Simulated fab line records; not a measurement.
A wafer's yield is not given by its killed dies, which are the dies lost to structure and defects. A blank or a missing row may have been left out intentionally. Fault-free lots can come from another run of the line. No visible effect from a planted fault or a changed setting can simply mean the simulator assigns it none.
One fault seen from 2 desks || flow sky130 || numbers are kept per desk, each desk with only its own; the story behind them comes last

THE METROLOGY DESK
Lot by lot, what the gauges showed, no matter which tool ran the lot: averages of those sampled wafers that carry a number. Marked OUT: a lot whose mean sits more than 4 standard deviations from the usual mean, which makes it out of limits; the brackets give that distance.
Columns: A = LI_CONTACT_BOW at SKY_LI_CONTACT_BOW_MEAS_03, usual 55 um
{"lot": "L968", "first seen here": "day 27 21:58", "A": 54}
{"lot": "L969", "first seen here": "day 28 15:07", "A": 51}
{"lot": "L970", "first seen here": "day 28 17:47", "A": 56}
{"lot": "L973", "first seen here": "day 30 02:01", "A": 52}
{"lot": "L981", "first seen here": "day 32 15:11", "A": 50}
{"lot": "L984", "first seen here": "day 33 14:53", "A": 52}
{"lot": "L982", "first seen here": "day 33 16:02", "A": 58}
{"lot": "L983", "first seen here": "day 33 16:22", "A": 49}
{"lot": "L985", "first seen here": "day 34 23:23", "A": 51}
{"lot": "L987", "first seen here": "day 35 00:23", "A": 47}
{"lot": "L989", "first seen here": "day 35 02:22", "A": 60}
{"lot": "L988", "first seen here": "day 35 04:58", "A": 61}
{"lot": "L991", "first seen here": "day 36 05:12", "A": 54}
This desk found nothing out of limits on any of the 13 lots.

TOOL OWNER'S DESK, pvdSputter-03
At SKY_LOCAL_INTERCONNECT_SPUTTER_00 (material TiN, target thk 100 nm, time 83.3 s) the tool's own readings: per lot run on this tool, the mean of the sampled wafers that have a number. Marked OUT: a lot whose mean sits more than 4 standard deviations from the usual mean, which makes it out of limits; the brackets give that distance.
Columns: A = chamberPressurePa at SKY_LOCAL_INTERCONNECT_SPUTTER_00, usual 0.4000 Pa; B = throttleValvePct at SKY_LOCAL_INTERCONNECT_SPUTTER_00, usual 29.6 %
{"lot": "L969", "first seen here": "day 29 20:14", "A": 0.3995, "B": 30.3}
{"lot": "L973", "first seen here": "day 31 06:52", "A": "0.4070 (+8.1) OUT", "B": 30.1}
{"lot": "L983", "first seen here": "day 34 20:35", "A": 0.4002, "B": 30.7}
{"lot": "L987", "first seen here": "day 36 04:26", "A": 0.3997, "B": 30.5}
{"lot": "L988", "first seen here": "day 36 08:19", "A": 0.4006, "B": 30.5}
This desk finds L973 out of limits, L973 being first, at day 31 06:52 (chamberPressurePa at SKY_LOCAL_INTERCONNECT_SPUTTER_00). L969, L983, L987, L988 stayed within limits.

PUT TOGETHER
The tool owner's desk had the chance to raise an alarm at day 31 06:52 on L973.
The metrology desk saw nothing out of limits.
The metrology desk holds a record of L973, inside its limits.
SKY_LOCAL_INTERCONNECT_SPUTTER_00 was run on pvdSputter-03 by each of the lots named.

WHAT THE SIMULATOR HAD INSERTED
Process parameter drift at SKY_LOCAL_INTERCONNECT_SPUTTER_00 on pvdSputter-03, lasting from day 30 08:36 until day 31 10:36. Setting chamberPressurePa shifted by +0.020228 from 0.4. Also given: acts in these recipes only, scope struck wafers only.
Struck lots among those shown: L973.
Time in hours from fault onset to the first out-of-limits reading at each desk: the tool owner's desk, 22.
